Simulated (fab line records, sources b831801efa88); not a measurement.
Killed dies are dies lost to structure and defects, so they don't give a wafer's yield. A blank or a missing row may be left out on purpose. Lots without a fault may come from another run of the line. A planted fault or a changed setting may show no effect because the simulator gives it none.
A struck lot beside a sound one | flow gf180mcu | 14 steps out of a route of 602
Sound: wafers L760.1, L760.3, L760.5. Struck: wafers L758.3, L758.5, L758.6. The cause comes at the end.
At each step with rows: each side's tool, then ch and its chambers, then its first start. Under that, the readings that differ: sound wafers | struck wafers | difference of the means | sigmas: that difference in standard deviations of wafers without a fault.
alike: readings whose means differ by less than 2 such deviations, and words and numbers that are the same on both sides. not compared: withheld readings, readings that some wafer has no value for, bounds like >300 that may hide the same value, and numbers for which the record gives no deviation and whose values overlap.
The two part at a step that has a row with sigmas, a row that says differs or no value, or rows on one side only. Numbers that don't overlap but have no deviation are shown without sigmas and don't part them. A reading that every wafer of one side lacks parts them only if that side has two wafers or more.

first, 3 steps without rows for these wafers: GF_STI_EXPOSE_09 (exposes mask COMP, target cd 220 nm); GF_STI_PEB_10 (peb time 90 s); GF_STI_DEVELOP_11 (develop time 60 s).
GF_STI_CD_MEAS_12: target cd 220 nm.
  sound on cd_sem-01, day 5 06:53; struck on cd_sem-02, day 4 20:50
  alike: cd_nm
GF_STI_ETCH_13: etches the open film in CHF3/O2, stops on Si, target depth 282.31 nm, time 112.9 s.
  sound on rie_diel-02 ch 1,3, day 5 07:01; struck on rie_diel-01 ch 1,2,3, day 4 20:55
  reading               | sound             | struck            | difference | sigmas
  oes_product_au (a.u.) | 0.839 0.848 0.842 | 0.826 0.827 0.832 | -0.015     | -2
  alike: drypump_motor_current_A, throttle_valve_pct
  not compared: rf_hours_counter_h
GF_STI_ETCH_14: etches Si in HBr/Cl2/O2, target depth 360 nm, time 102.9 s.
  sound on rie_si-01 ch 1,2, day 5 07:05; struck on rie_si-02 ch 0,2,3, day 4 20:59
  alike: HBr_flow_sccm, drypump_motor_current_A, oes_product_au, throttle_valve_pct
  not compared: rf_hours_counter_h
GF_STI_STRIP_15: strips in O2/N2.
  sound on plasma_asher-04 ch 0,1, day 5 07:10; struck on plasma_asher-04 ch 0,1, day 4 21:06
  reading               | sound             | struck            | difference | sigmas
  oes_product_au (a.u.) | 0.384 0.391 0.391 | 0.378 0.373 0.376 | -0.013     | -3
  alike: drypump_motor_current_A, heater_power_w, strip_time_to_endpoint_s
  not compared: rf_hours_counter_h
then, 5 steps without rows for these wafers: GF_STI_CLEAN_16 (cleans in dHF, time 25 s); GF_STI_WET_ETCH_17 (etches Si3N4 in H3PO4, target depth 45 nm, time 514 s); GF_STI_CLEAN_18 (cleans in SC1/SC2, time 150 s); GF_STI_CLEAN_19 (cleans in dHF, time 20 s); GF_STI_WET_ETCH_20 (etches SiO2 in dHF, target depth 20 nm, time 400 s).
GF_STI_OXIDATION_21: stabilise 600 s, purge 300 s, target thk 15 nm.
  sound on furnace-02 ch 0, day 5 07:55; struck on furnace-01, day 4 21:32
  no value came back on the struck wafers for ox_temp_c (C), ox_temp_c_max, tube_center_temp_C_max, zone_power_centre_pct (%); on the sound wafers ox_temp_c (C) reads 1000.1 999.6 999.8
then, 1 step without rows for these wafers: GF_STI_CVD_23 (deposits SiO2, target thk 650 nm, time 108.3 s).

WHERE THEY PART
First at GF_STI_ETCH_13; last, within this record, at GF_STI_OXIDATION_21.

WHY: what the simulator had put in
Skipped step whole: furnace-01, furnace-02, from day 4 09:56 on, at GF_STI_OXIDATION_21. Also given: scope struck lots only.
